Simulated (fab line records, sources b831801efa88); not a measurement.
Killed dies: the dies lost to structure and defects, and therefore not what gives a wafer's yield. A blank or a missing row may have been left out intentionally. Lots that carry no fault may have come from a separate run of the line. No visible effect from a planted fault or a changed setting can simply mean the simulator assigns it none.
Chamber matching	flow sky130	cmp-01 running SKY_VIA3_CMP_02: 4 sister chambers
The step polishes SiO2. 8 wafers are shown with their chamber, then 7 later ones without.

== EACH WAFER AND ITS CHAMBER ==
wafer	chamber	motor current A (A)	head pressure psi (psi)
L285.6	2	12.7	3.986
L287.2	3	12.9	4.003
L287.5	1	13.1	3.994
L294.1	3	12.9	3.986
L294.3	1	13.8	3.987
L294.5	0	12.7	4.009
L296.2	2	13.5	4.004
L296.4	0	13.0	3.999

== WAFERS WITH NO CHAMBER GIVEN ==
wafer	motor current A (A)	head pressure psi (psi)
L296.5	13.5	4.011
L299.3	13.3	4.009
L299.4	14.1	3.993
L299.5	13.4	3.998
L306.1	13.0	4.005
L306.5	12.4	4.006
L306.6	13.9	3.993

== EACH ONE'S CHAMBER ==
wafer	from the rows above	in truth
L296.5	can't be placed: 0 or 2 or 1 or 3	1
L299.3	can't be placed: 0 or 2 or 3 or 1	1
L299.4	can't be placed: 1 or 2 or 3 or 0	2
L299.5	can't be placed: 1 or 2 or 3 or 0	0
L306.1	can't be placed: 0 or 2 or 3 or 1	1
L306.5	can't be placed: 0 or 3 or 2 or 1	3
L306.6	can't be placed: 1 or 2 or 3 or 0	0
Correct placement for 0 of the 7. From these rows, 7 cannot be placed; in 7 the true chamber is one of the candidates. Wrongly placed: 0.
How it was worked out, from the rows above alone: a wafer's distance from a chamber is the root of the sum, over the readings, of the square of ((its reading less the chamber's mean) divided by the reading's scatter). If the next closest chamber is less than 2 further off than the closest, the wafer can't be placed; otherwise it belongs to the closest. For every chamber, the mean is computed from those of its wafers that are shown. The scatter is the square root of a quotient: the sum, over the shown wafers, of each reading's squared deviation from its chamber's mean, divided by wafers minus chambers.
